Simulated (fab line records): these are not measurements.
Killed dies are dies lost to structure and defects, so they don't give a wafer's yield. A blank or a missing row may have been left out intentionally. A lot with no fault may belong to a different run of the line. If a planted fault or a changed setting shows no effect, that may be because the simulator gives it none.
Code-filled problem report in 8D (eight disciplines) form :: flow sky130 :: the parts of the form that need people (team, actions taken, sign-off) are left out

1. THE PROBLEM
Mean of run_length_s at SKY_VIA3_SOFTBAKE_08: 99.93 s across 5 wafers in 3 lots; on wafers with no fault it is 119.12 s (standard deviation 0.27). That is -71 standard deviations from the usual mean.
The step: time 90 s.
First observed at day 42 20:00: wafer L359.5, on litho_track-03. At this step, 36 wafers from 12 lots have a number in the record. By rule, "out" or "out of limits" means more than 4 standard deviations away from the usual mean. The rest of the wafers with a number are treated as sound.

2. WHAT IT IS, WHAT IT ISN'T
question: which readings at this step
is: run_length_s, heater_power_total_W
is not: -

question: which lots
is: L359, L360, L362
is not: L349, L350, L352, L354, L355, L365, L366, L368, L369

question: which wafers of those lots
is: L359.5, L360.5, L360.6, L362.5, L362.6
is not: L359.1, L359.4, L360.2, L362.2

question: read on which tools
is: litho_track-03
is not: litho_track-01, litho_track-04

question: when
is: from day 42 20:00
is not: up to then (17 sound wafers); but 14 sound wafers of L360, L362, L365, L366, L368, L369 came after

3. WHAT RULES OUT EACH SUSPECT
Counting: a tool at a process step up to the reading stays a suspect if it ran every lot that is out. Sound lots after the first of them don't rule it out here, since some wafers of a struck lot are sound.
- litho_track-03 at SKY_VIA3_SOFTBAKE_08 (time 90 s): kept. Ran every lot that is out, first one L359 (day 42 19:00); last sound lot up to then L355 (day 41 18:00). Its own heater_power_total_W, run_length_s readings are out on those wafers.
The count leaves litho_track-03 at SKY_VIA3_SOFTBAKE_08.

4. THE CAUSE (what the simulator had put in)
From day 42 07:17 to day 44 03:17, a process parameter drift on litho_track-03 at SKY_VIA3_SOFTBAKE_08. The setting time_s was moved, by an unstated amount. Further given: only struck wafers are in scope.
After counting, this tool was the only one left.

5. THE EFFECT CHAIN, in route order
Each row: a reading where the mean over the struck wafers with a number is more than 3 standard deviations away from the usual. Readings are gone through only where the record gives a usual standard deviation; hours: the median, over the lots, of the time from a lot's start at the first step in this table giving one to that lot's start at this step; sigmas: the change measured in usual standard deviations.
hours: 0
step: SKY_VIA3_SOFTBAKE_08
reading: heater_power_total_W
usual: 57.35 W
on struck wafers: 61.94
change: +4.59
sigmas: +38

hours: 0
step: SKY_VIA3_SOFTBAKE_08
reading: run_length_s
usual: 119.12 s
on struck wafers: 99.93
change: -19.19
sigmas: -71
Its process steps:
- SKY_VIA3_SOFTBAKE_08: time 90 s.
Readings that are blank on the struck wafers while sound wafers have them: plate_temp_C at SKY_VIA3_SOFTBAKE_08.

6. WHAT WOULD HAVE CAUGHT IT SOONER
First out-of-limits reading in this record: day 42 20:00, which is 13 hours after fault onset at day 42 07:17.
